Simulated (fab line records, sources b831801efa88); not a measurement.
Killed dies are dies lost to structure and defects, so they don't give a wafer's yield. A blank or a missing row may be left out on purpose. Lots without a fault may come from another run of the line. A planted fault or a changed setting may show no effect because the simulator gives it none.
fab line records | flow sky130
record lots=5 wafers=15 last_day=50
route steps=708 shown VT_ADJUST_PCH@146 SONOS_TUNNEL@154 PAD_OPEN@708
lots that met no fault: from a run of the same line without faults
start_h: hours from the record's first day to the start of the lot's first wafer shown | wait_h: hours since the lot's step before | " the same as in the row above | L1.1+2: a row that stands for several wafers | - no value, or no start given | * or withheld: withheld | < > ~ a bound
route shown NAME@n: a module of which the file shows steps, and the number in the route of the first | usual: mean/standard deviation of fault-free wafers | same: alike in all rows | chamber/n: place in a boat | sites: the reading at each site | _std_site: their standard deviation | _edge_site: outer sites' mean less inner sites' | radius_mm: how far each site lies from the wafer's centre | mask NAME#n: copy n | behind: the tool/chamber that last shaped the wafer | hold: why the lot was held/for how many hours/how that ended | device: the transistor (n, p or np) that didn't switch | end of line: the same wafers' tests at the end of the route | a step without rows: its recipe alone | killed: dies lost to structure and defects at the first sort, not the wafer's yield | map: a wafer's dies, x killed, . not, _ none there
set.NAME: the setting as run; set.NAME@STEP: as run at that earlier step | model.NAME: the simulator's own value behind a step, which no gauge read
lots at some steps of the route; a table a step, a row a wafer
services: from which hour (start_h, from the record's first day; less than 0 if before it) a tool's chamber was out of use, for how many hours, and why
## steps
# step SKY_VT_ADJUST_PCH_SOFTBAKE_03
# recipe temp_c=110 time_s=withheld
# step SKY_VT_ADJUST_PCH_EXPOSE_04
# recipe mask_id=NWM na=0.6 source_shape=conventional sigma_outer=0.6 polarization=unpolarized target_cd_nm=840 dose_mj=255
# step SKY_VT_ADJUST_PCH_PEB_05
# recipe temp_c=115 time_s=withheld
# step SKY_VT_ADJUST_PCH_DEVELOP_06
# recipe wall_angle_deg=90 developer=TMAH develop_time_s=60 dev_temp_c=23
# step SKY_VT_ADJUST_PCH_OVL_MEAS_07
# usual VT_ADJUST_PCH_OVL=-1.3/1.4
# columns lot.wafer tool chamber start_h wait_h VT_ADJUST_PCH_OVL[nm]
L822.3 overlay-02 - 241.43 - -3.5
L822.4 " - " " -3.1
L822.6 " - " " -2.7
L826.2 overlay-02 - 273.89 - -1.3
L826.3 " - " " -1.0
L826.5 " - " " -1.7
L833.1 overlay-02 - 323.82 - 0.1
L833.3 " - " " 0.8
L833.4 " - " " 0.1
L841.2 overlay-01 - 382.96 - -3.4
L841.4 " - " " -2.9
L841.6 " - " " -1.4
L842.2 overlay-01 - 390.67 - -0.2
L842.4 " - " " -1.0
L842.6 " - " " 0.1
# step SKY_VT_ADJUST_PCH_IMPLANT_08
# recipe species=B energy_kev=10 dose_cm2=5e+11 tilt_deg=withheld
# step SKY_VT_ADJUST_PCH_STRIP_09
# recipe chemistry=O2/N2 power_w=1400 pressure_mtorr=1500 platen_temp_c=withheld o2_flow_sccm=3000 n2_flow_sccm=300 overash_fraction=0.5
# usual chamber_pressure_mTorr=1500.1/1.3 drypump_motor_current_A=5.9/0.37 n2_flow_sccm=300.1/0.86 oes_product_au=0.723/0.0042 strip_time_to_endpoint_s=36.91/0.1
# columns lot.wafer tool chamber start_h wait_h chamber_pressure_mTorr drypump_motor_current_A n2_flow_sccm oes_product_au rf_hours_counter_h strip_time_to_endpoint_s
L822.3 plasma_asher-02 1 241.63 0.1 1500.2 4.9 300.2 0.719 - 36.83
L822.4 " 0 " " 1501.0 5.5 299.6 0.721 - 36.89
L822.6 " 1 " " 1500.1 4.9 300.6 0.726 - 36.81
L826.2 plasma_asher-04 1 274.07 0.1 1500.0 6.2 300.9 0.727 45 37.19
L826.3 " 1 " " 1500.5 6.2 300.1 0.725 - 36.95
L826.5 " 1 " " 1503.3 6.2 301.4 0.718 - 37.09
L833.1 plasma_asher-04 1 324.01 0.1 1499.6 6.2 301.3 0.722 50 36.97
L833.3 " 0 " " 1498.7 5.9 301.2 0.719 - 36.80
L833.4 " 1 " " 1499.7 6.2 300.8 0.723 - 36.81
L841.2 plasma_asher-02 0 383.14 0.1 1500.2 5.5 299.9 0.723 70 37.07
L841.4 " 0 " " 1499.1 5.5 300.9 0.728 - 37.11
L841.6 " 1 " " 1501.2 4.9 298.1 0.722 - 37.11
L842.2 plasma_asher-04 1 390.85 0.1 1501.0 6.2 301.3 0.722 59 37.16
L842.4 " 1 " " 1499.9 6.2 300.3 0.724 - 37.15
L842.6 " 1 " " 1502.8 6.2 302.0 0.729 - 37.10
# step SKY_VT_ADJUST_PCH_TW_MEAS_10
# usual VT_ADJUST_PCH_TW=142.6/1.2
# columns lot.wafer tool chamber start_h wait_h VT_ADJUST_PCH_TW
L822.3 film_metro-04 - 241.72 0.1 142.6
L822.4 " - " " 142.8
L822.6 " - " " 142.0
L826.2 film_metro-03 - 274.18 0.1 144.1
L826.3 " - " " 144.0
L826.5 " - " " 144.8
L833.1 film_metro-04 - 324.11 0.1 141.8
L833.3 " - " " 141.6
L833.4 " - " " 141.9
L841.2 film_metro-04 - 383.25 0.1 141.6
L841.4 " - " " 140.8
L841.6 " - " " 142.1
L842.2 film_metro-03 - 390.96 0.1 143.9
L842.4 " - " " 143.5
L842.6 " - " " 143.5
# step SKY_SONOS_TUNNEL_DEHYDRATE_00
# recipe temp_c=200 time_s=60
# step SKY_SONOS_TUNNEL_HMDS_01
# recipe prime_time_s=60 prime_temp_c=120
# step SKY_SONOS_TUNNEL_COAT_02
# recipe resist=NOVOLAK spin_rpm=3000 resist_thk_nm=1140
# step SKY_SONOS_TUNNEL_SOFTBAKE_03
# recipe temp_c=90 time_s=60 resist=NOVOLAK
# step SKY_SONOS_TUNNEL_EXPOSE_04
# recipe mask_id=TUNM na=0.6 source_shape=conventional sigma_outer=0.6 polarization=unpolarized target_cd_nm=410 dose_mj=136
# columns lot.wafer tool chamber start_h wait_h mask
L822.3+4+6 iline_stepper-02 0 253.25 - TUNM#0
L826.2+3+5 iline_stepper-01 0 286.58 - TUNM#0
L833.1+3+4 iline_stepper-01 0 337.22 - NWM#0
L841.2+4+6 iline_stepper-02 0 397.97 - TUNM#0
L842.2+4+6 iline_stepper-01 0 405.40 - TUNM#0
# step SKY_SONOS_TUNNEL_PEB_05
# recipe temp_c=withheld time_s=* resist=NOVOLAK
# step SKY_SONOS_TUNNEL_DEVELOP_06
# recipe resist=NOVOLAK developer=TMAH develop_time_s=60 dev_temp_c=23
# step SKY_SONOS_TUNNEL_CD_MEAS_07
# recipe target_cd_nm=410
# usual cd_nm=410.2/2.3
# columns lot.wafer tool chamber start_h wait_h cd_nm
L822.3 cd_sem-02 - 264.31 0.1 413.0
L822.4 " - " " 412.6
L822.6 " - " " 409.4
L826.2 cd_sem-01 - 299.54 0.1 409.3
L826.3 " - " " 410.6
L826.5 " - " " 409.8
L833.1 cd_sem-02 - 350.96 0.1 -
L833.3 " - " " -
L833.4 " - " " -
L841.2 cd_sem-02 - 412.39 0.1 410.4
L841.4 " - " " 411.7
L841.6 " - " " 411.4
L842.2 cd_sem-02 - 419.39 0.1 407.3
L842.4 " - " " 404.2
L842.6 " - " " 407.7
# step SKY_SONOS_TUNNEL_OVL_MEAS_08
# usual SONOS_TUNNEL_OVL=-0.3/1.5
# columns lot.wafer tool chamber start_h wait_h SONOS_TUNNEL_OVL[nm]
L822.3 overlay-02 - 264.40 0.1 1.4
L822.4 " - " " 0.5
L822.6 " - " " 0.5
L826.2 overlay-02 - 299.64 0.1 0.2
L826.3 " - " " -1.1
L826.5 " - " " 1.2
L833.1 overlay-02 - 351.08 0.1 -
L833.3 " - " " -
L833.4 " - " " -
L841.2 overlay-02 - 412.49 0.1 -2.4
L841.4 " - " " -3.2
L841.6 " - " " -2.9
L842.2 overlay-02 - 419.49 0.1 0.9
L842.4 " - " " 0.2
L842.6 " - " " 0.9
# step SKY_SONOS_TUNNEL_IMPLANT_09
# recipe species=B energy_kev=20 dose_cm2=1e+12 tilt_deg=withheld
# step SKY_SONOS_TUNNEL_WET_ETCH_10
# recipe chemistry=dHF target_depth_nm=14 target=SiO2 dilution=100:1 temp_c=25 time_s=280
# step SKY_SONOS_TUNNEL_STRIP_11
# recipe chemistry=SPM time_s=600 temp_c=130
# step SKY_SONOS_TUNNEL_TW_MEAS_12
# usual SONOS_TUNNEL_TW=197.6/1.2
# columns lot.wafer tool chamber start_h wait_h hold SONOS_TUNNEL_TW
L822.3 film_metro-03 - 264.85 0.0 - 198.1
L822.4 " - " " - 199.5
L822.6 " - " " - 198.6
L826.2 film_metro-04 - 300.10 0.0 - 197.0
L826.3 " - " " - 198.1
L826.5 " - " " - 200.2
L833.1 film_metro-03 - 351.53 0.0 await_dispo/0.2h/release 30.1
L833.3 " - " " await_dispo/0.2h/release 30.2
L833.4 " - " " await_dispo/0.2h/release 30.1
L833.1 film_metro-03 - 351.76 0.2 - 30.2
L833.3 " - " " - 30.2
L833.4 " - " " - 29.9
L841.2 film_metro-04 - 412.94 0.0 - 197.1
L841.4 " - " " - 197.4
L841.6 " - " " - 197.0
L842.2 film_metro-02 - 420.12 0.0 - 198.0
L842.4 " - " " - 199.4
L842.6 " - " " - 198.7
# step SKY_PAD_OPEN_PROBE_99
# usual defect_limited_yield=82.5/2 killed_at_M0_to_M3=43/7.3 killed_at_M4_up=3.5/2.2 killed_at_contacts=24/5.3 killed_at_front_end=15/4.2 killed_at_other=0.3/0.67 killed_dies=86/9.8 killed_open=47/7.2 killed_short=39/6.5
# same gross_dies=492 killed_at_back_side=0
# columns lot.wafer tool chamber start_h wait_h defect_limited_yield[%] killed_at_M0_to_M3 killed_at_M4_up killed_at_contacts killed_at_front_end killed_at_other killed_dies killed_open killed_short
L822.3 prober-01 - 1077.27 0.2 81.7 52 6 18 14 0 90 47 43
L822.4 prober-01 - 1077.32 0.2 83.3 39 2 25 13 3 82 44 35
L822.6 prober-01 - 1077.42 0.2 81.7 41 5 24 20 0 90 55 35
L841.2 prober-02 - 1184.42 0.1 79.7 58 3 18 21 0 100 53 47
L841.4 prober-02 - 1184.52 0.2 79.7 49 1 25 25 0 100 57 43
L841.6 prober-02 - 1184.62 0.2 82.5 42 3 24 17 0 86 46 39
# killed by level:class
L822.3 VIA3:geometric_particle:open=8 VIA1:geometric_particle:short=7 CONTACT:geometric_particle:open=7 VIA1:geometric_particle:open=7 METAL3:geometric_particle:short=6 METAL2:geometric_particle:short=6 METAL1:geometric_particle:short=5 FIELD_ISO:geometric_particle:open=4
L822.4 CONTACT:geometric_particle:open=9 LI_CONTACT:geometric_particle:open=6 LOCAL_INTERCONNECT:geometric_particle:short=6 METAL2:geometric_particle:short=6 VIA2:geometric_particle:open=6 METAL1:geometric_particle:short=5 VIA1:geometric_particle:open=5 METAL3:geometric_particle:short=4
L822.6 VIA1:geometric_particle:open=14 CONTACT:geometric_particle:open=11 LI_CONTACT:geometric_particle:open=7 VIA2:geometric_particle:short=6 FIELD_ISO:geometric_particle:short=5 METAL2:geometric_particle:short=5 VIA3:geometric_particle:open=5 FIELD_ISO:geometric_particle:open=4
L841.2 VIA1:geometric_particle:open=17 METAL1:geometric_particle:short=10 CONTACT:geometric_particle:open=8 VIA3:geometric_particle:open=7 FIELD_ISO:geometric_particle:short=6 POLY_GATE:geometric_particle:open=5 CONTACT:geometric_particle:short=5 VIA1:geometric_particle:short=5
L841.4 VIA1:geometric_particle:open=9 VIA2:geometric_particle:open=9 CONTACT:geometric_particle:open=8 VIA1:geometric_particle:short=8 VIA3:geometric_particle:open=8 FIELD_ISO:geometric_particle:open=7 LI_CONTACT:geometric_particle:open=7 FIELD_ISO:geometric_particle:short=5
L841.6 VIA1:geometric_particle:open=10 LI_CONTACT:geometric_particle:open=8 LOCAL_INTERCONNECT:geometric_particle:short=6 VIA1:geometric_particle:short=6 VIA3:geometric_particle:open=6 VIA2:geometric_particle:open=5 POLY_GATE:geometric_particle:open=4 FIELD_ISO:geometric_particle:short=4
## services
# columns tool chamber start_h hours kind
iline_stepper-01 - 245.86 2.1 pm
iline_stepper-01 - 247.94 - consumable_replace:lamp
iline_stepper-02 - 274.25 2.5 repair
iline_stepper-01 - 279.83 1.7 pm
iline_stepper-01 0 291.54 - calibration
plasma_asher-02 - 305.27 8.1 repair
iline_stepper-01 - 341.28 4.4 pm
iline_stepper-02 0 345.60 - calibration
plasma_asher-02 - 372.68 1.0 repair
## key
first_sign step=SKY_SONOS_TUNNEL_EXPOSE_04 reading=mask direction=changed
effect step=SKY_SONOS_TUNNEL_CD_MEAS_07 reading=cd_nm direction=missing
effect step=SKY_SONOS_TUNNEL_OVL_MEAS_08 reading=SONOS_TUNNEL_OVL direction=missing
effect step=SKY_SONOS_TUNNEL_TW_MEAS_12 reading=visit direction=added
effect step=SKY_SONOS_TUNNEL_TW_MEAS_12 reading=SONOS_TUNNEL_TW direction=down sigmas=99+ usual=197.6 struck=30.1
met_at SKY_SONOS_TUNNEL_EXPOSE_04
struck_wafers L833.1,L833.3,L833.4
scrapped_behind SKY_SONOS_TUNNEL_TW_MEAS_12 L833.1,L833.3,L833.4
onset_between 286.58 337.22
fault kind=wrong_mask tool=any chamber=- onset_h=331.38 steps=SKY_SONOS_TUNNEL_EXPOSE_04 aux_copy=NWM#0 scope=struck_lots_only
